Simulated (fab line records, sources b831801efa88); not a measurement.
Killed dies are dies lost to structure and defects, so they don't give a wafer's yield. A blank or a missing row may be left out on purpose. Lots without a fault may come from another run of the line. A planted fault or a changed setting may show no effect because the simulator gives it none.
A struck lot beside a sound one | flow sky130 | 16 steps out of a route of 708
Sound: wafers L203.2, L203.3, L203.5. Struck: wafers L205.1, L205.2, L205.6. The cause comes at the end.
At each step with rows: each side's tool, then ch and its chambers, then its first start. Under that, the readings that differ: sound wafers | struck wafers | difference of the means | sigmas: that difference in standard deviations of wafers without a fault.
alike: readings whose means differ by less than 2 such deviations, and words and numbers that are the same on both sides. not compared: withheld readings, readings that some wafer has no value for, bounds like >300 that may hide the same value, and numbers for which the record gives no deviation and whose values overlap.
The two part at a step that has a row with sigmas, a row that says differs or no value, or rows on one side only. Numbers that don't overlap but have no deviation are shown without sigmas and don't part them. A reading that every wafer of one side lacks parts them only if that side has two wafers or more.

SKY_NWELL_RS_MEAS_29: measures by four-point-probe.
  sound on film_metro-04, day 5 07:41; struck on film_metro-01, day 5 22:46
  alike: NWELL_RS
SKY_NWELL_RS_MEAS_31: measures by four-point-probe.
  sound on film_metro-04, day 5 07:56; struck on film_metro-01, day 5 23:01
  alike: PWDE_RS
then, 7 steps without rows for these wafers: SKY_VT_ADJUST_HVTP_DEHYDRATE_00 (time 60 s); SKY_VT_ADJUST_HVTP_HMDS_01 (prime time 60 s); SKY_VT_ADJUST_HVTP_COAT_02 (resist thk 1140 nm); SKY_VT_ADJUST_HVTP_SOFTBAKE_03 (time 60 s); SKY_VT_ADJUST_HVTP_EXPOSE_04 (exposes mask HVTPM, target cd 380 nm); SKY_VT_ADJUST_HVTP_PEB_05; SKY_VT_ADJUST_HVTP_DEVELOP_06 (develop time 60 s).
SKY_VT_ADJUST_HVTP_CD_MEAS_07: target cd 380 nm.
  sound on cd_sem-01, day 6 02:22; struck on cd_sem-02, day 6 18:17
  alike: cd_nm
SKY_VT_ADJUST_HVTP_OVL_MEAS_08:
  sound on overlay-02, day 6 02:28; struck on overlay-02, day 6 18:25
  alike: VT_ADJUST_HVTP_OVL
SKY_VT_ADJUST_HVTP_IMPLANT_09:
  sound on implanter-03 ch 0, day 6 02:31; struck on implanter-04 ch 0, day 6 18:46
SKY_VT_ADJUST_HVTP_STRIP_10: strips in O2/N2.
  sound on plasma_asher-03 ch 1, day 6 02:39; struck on plasma_asher-04 ch 0,1, day 6 18:55
  alike: drypump_motor_current_A, oes_product_au, strip_time_to_endpoint_s
  not compared: rf_hours_counter_h
SKY_VT_ADJUST_HVTP_TW_MEAS_11:
  sound on film_metro-02, day 6 02:46; struck on film_metro-04, day 6 19:01
  reading           | sound          | struck         | difference | sigmas
  VT_ADJUST_HVTP_TW | 1357 1350 1347 | 1699 1692 1700 | +346       | +49
then, 1 step without rows for these wafers: SKY_VT_ADJUST_LVTN_DEHYDRATE_00 (time 60 s).
-- the record jumps here: 40 days lie between the struck wafers' starts before and after (it left off in module VT_ADJUST_LVTN and takes up again in module PAD_OPEN, whose first step shown is number 708 of the route) --
SKY_PAD_OPEN_PROBE_99:
  sound on prober-02, day 45 18:35; struck on prober-02, day 46 13:17
  reading                                 | sound             | struck            | difference | sigmas
  model.etest.tip_p.rs_ohm_sq             | 6867 6899 6901    | 9123 9116 9061    | +2211      |
  model.etest.pfet_01v8.r_on_ohm_um       | 2905 2833 2916    | 3587 3640 3625    | +733       |
  model.etest.pfet_01v8.drive_ua_um       | 193.7 197.1 191.1 | 130.1 125.9 125.6 | -66.8      |
  model.etest.pfet_01v8_mvt.drive_ua_um   | 152.8 156 152     | 92.34 90.34 90.49 | -62.54     |
  model.etest.tip_p.rs_ohm_sq_range       | 206.4 167.1 163.1 | 335.8 239.3 244.7 | +94.4      |
  model.etest.pfet_01v8_hvt.drive_ua_um   | 142.9 147.6 141.6 | 101.3 98.33 99.25 | -44.4      |
  model.etest.sram_pfet_latch.drive_ua_um | 138.7 143.3 138.3 | 98 100.6 98.19    | -41        |
  model.etest.ring_1v8.delay_ps           | 21.12 21 21.39    | 26.85 28 27.19    | +6.18      |
  alike: killed_at_M0_to_M3, killed_at_M4_up, killed_at_contacts, killed_at_front_end, killed_at_other, killed_dies, killed_open, killed_short

WHERE THEY PART
Only at SKY_VT_ADJUST_HVTP_TW_MEAS_11, within this record. Later steps at which nothing parts them and some readings are alike: SKY_PAD_OPEN_PROBE_99.

WHY: what the simulator had put in
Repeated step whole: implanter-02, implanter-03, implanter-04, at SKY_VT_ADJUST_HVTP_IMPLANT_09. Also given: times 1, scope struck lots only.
